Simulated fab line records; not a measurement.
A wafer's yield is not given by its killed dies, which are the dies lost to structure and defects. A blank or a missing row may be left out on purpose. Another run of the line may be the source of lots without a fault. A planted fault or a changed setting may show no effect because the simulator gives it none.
What tool caused it? ; flow gf180mcu ; Sampling: 13 lots, 39 wafers, 4 of 602 route steps

## WHAT THE GAUGES READ, wafer by wafer
GF_V1_THK_MEAS_03.
lot;measured;on;V1_CVD_02_THK (nm)
L737;day 17 19:20;film-metro-03;855 844 847
L738;day 18 06:14;film-metro-03;836 840 855
L739;day 18 11:21;film-metro-01;840 843 848
L740;day 18 18:28;film-metro-03;838 874 852
L741;day 19 07:12;film-metro-01;857 859 858
L743;day 19 23:10;film-metro-03;839 848 860
L749;day 22 03:29;film-metro-01;863 854 841
L751;day 22 16:53;film-metro-01;846 861 861
L752;day 23 14:46;film-metro-03;847 822 854
L755;day 24 07:39;film-metro-01;844 823 838
L756;day 24 20:25;film-metro-01;828 872 847
L758;day 25 06:30;film-metro-04;825 836 851
L757;day 25 07:30;film-metro-01;840 856 879

GF_V1_RS_MEAS_24: measurement is done with a four-point probe.
lot;measured;on;V1_W_RS (ohm/sq)
L737;day 18 20:20;film-metro-04;0.325 0.315 0.329
L738;day 19 07:32;film-metro-03;0.331 0.329 0.327
L739;day 19 12:01;film-metro-01;0.334 0.325 0.331
L740;day 19 20:14;film-metro-04;0.330 0.326 0.326
L741;day 20 08:37;film-metro-01;0.326 0.328 0.324
L743;day 21 00:25;film-metro-01;0.328 0.327 0.327
L749;day 23 04:11;film-metro-04;0.326 0.322 0.325
L751;day 23 16:34;film-metro-04;0.330 0.323 0.322
L752;day 24 13:48;film-metro-03;0.329 0.333 0.332
L755;day 25 05:58;film-metro-01;0.333 0.333 0.336
L756;day 25 18:49;film-metro-01;0.326 0.324 0.332
L758;day 26 04:49;film-metro-01;0.331 0.326 0.329
L757;day 26 06:31;film-metro-04;0.319 0.330 0.326

## TOOL THAT RAN EACH LOT (tool first, then ch and the chambers of the sampled wafers, then the start)
lot;GF_V1_SOFTBAKE_10;GF_V1_STRIP_18
L737;litho-track-04 ch 0, day 18 07:00;plasma-asher-03 ch 0,1, day 18 19:34
L738;litho-track-03 ch 0, day 18 18:00;plasma-asher-04 ch 1, day 19 06:47
L739;litho-track-03 ch 0, day 18 23:00;plasma-asher-04 ch 0,1, day 19 11:16
L740;litho-track-04 ch 0, day 19 07:00;plasma-asher-03 ch 0, day 19 19:28
L741;litho-track-02 ch 0, day 19 19:00;plasma-asher-03 ch 0,1, day 20 07:52
L743;litho-track-04 ch 0, day 20 11:00;plasma-asher-03 ch 0,1, day 20 23:37
L749;litho-track-04 ch 0, day 22 15:00;plasma-asher-04 ch 0,1, day 23 03:16
L751;litho-track-04 ch 0, day 23 04:00;plasma-asher-03 ch 1, day 23 15:44
L752;litho-track-02 ch 0, day 24 02:00;plasma-asher-01 ch 0,1, day 24 13:04
L755;litho-track-03 ch 0, day 24 18:00;plasma-asher-04 ch 0,1, day 25 05:13
L756;litho-track-02 ch 0, day 25 07:00;plasma-asher-01 ch 0,1, day 25 18:02
L758;litho-track-04 ch 0, day 25 17:00;plasma-asher-03 ch 0,1, day 26 04:02
L757;litho-track-03 ch 0, day 25 18:00;plasma-asher-01 ch 0,1, day 26 05:43
- GF_V1_SOFTBAKE_10: time 60 s.
- GF_V1_STRIP_18: strips in O2/N2.

## WHAT THE TOOLS THEMSELVES READ (means of the sampled wafers that have a number; where no wafer has one, the mark that the record gives instead)
GF_V1_SOFTBAKE_10.
lot;tool;heater-power-total-W (W);run-length-s (s)
L737;litho-track-04;93.00;88.81
L738;litho-track-03;92.98;89.19
L739;litho-track-03;93.06;89.08
L740;litho-track-04;93.04;88.90
L741;litho-track-02;93.05;88.96
L743;litho-track-04;93.05;88.99
L749;litho-track-04;93.04;90.44
L751;litho-track-04;93.05;90.44
L752;litho-track-02;93.06;88.92
L755;litho-track-03;93.05;88.97
L756;litho-track-02;93.04;89.03
L758;litho-track-04;93.06;88.88
L757;litho-track-03;93.04;89.01

GF_V1_STRIP_18.
lot;tool;drypump-motor-current-A (A);heater-power-w (W);oes-product-au (a.u.)
L737;plasma-asher-03;5.3;308;0.595
L738;plasma-asher-04;6.0;340;0.595
L739;plasma-asher-04;5.9;322;0.593
L740;plasma-asher-03;5.8;349;0.590
L741;plasma-asher-03;5.5;325;0.591
L743;plasma-asher-03;5.3;306;0.595
L749;plasma-asher-04;5.9;316;0.594
L751;plasma-asher-03;5.1;288;0.592
L752;plasma-asher-01;5.2;325;0.595
L755;plasma-asher-04;5.9;330;0.596
L756;plasma-asher-01;5.4;350;0.593
L758;plasma-asher-03;5.3;311;0.595
L757;plasma-asher-01;5.2;328;0.593

## THE ANSWER, worked out from the rows above alone
Rule: usual is defined by the lots themselves. The widest of any qualifying gaps counts: lots, ordered by their means at a reading, are off when they make up no more than a third of the lots, leave a main group of 4 or more, and stand apart from it by 3 or more times the standard deviation of that group's means. Not used: any main group whose means are identical at the precision the tables above print for the reading. A lot without any number at a reading at which 4 lots or more have one is off too. The other lots that the step has rows for count as sound. Order of review: gauges by route order, followed by the tools' own readings, for which a lot's mean as printed above is used. The first step at which some lot is off is used, and at that step the reading that is off furthest; a lot without a number counts as furthest.
Off at GF_V1_SOFTBAKE_10 (run-length-s): L749, L751. The main group has a mean of 88.98 s with a standard deviation of 0.099.
If a tool, at that step or one of the process steps before it, ran each lot that is off and ran no sound lot following the first of them, it fits. No candidate that was tried fits.

## WHAT THE SIMULATOR HAD PUT IN
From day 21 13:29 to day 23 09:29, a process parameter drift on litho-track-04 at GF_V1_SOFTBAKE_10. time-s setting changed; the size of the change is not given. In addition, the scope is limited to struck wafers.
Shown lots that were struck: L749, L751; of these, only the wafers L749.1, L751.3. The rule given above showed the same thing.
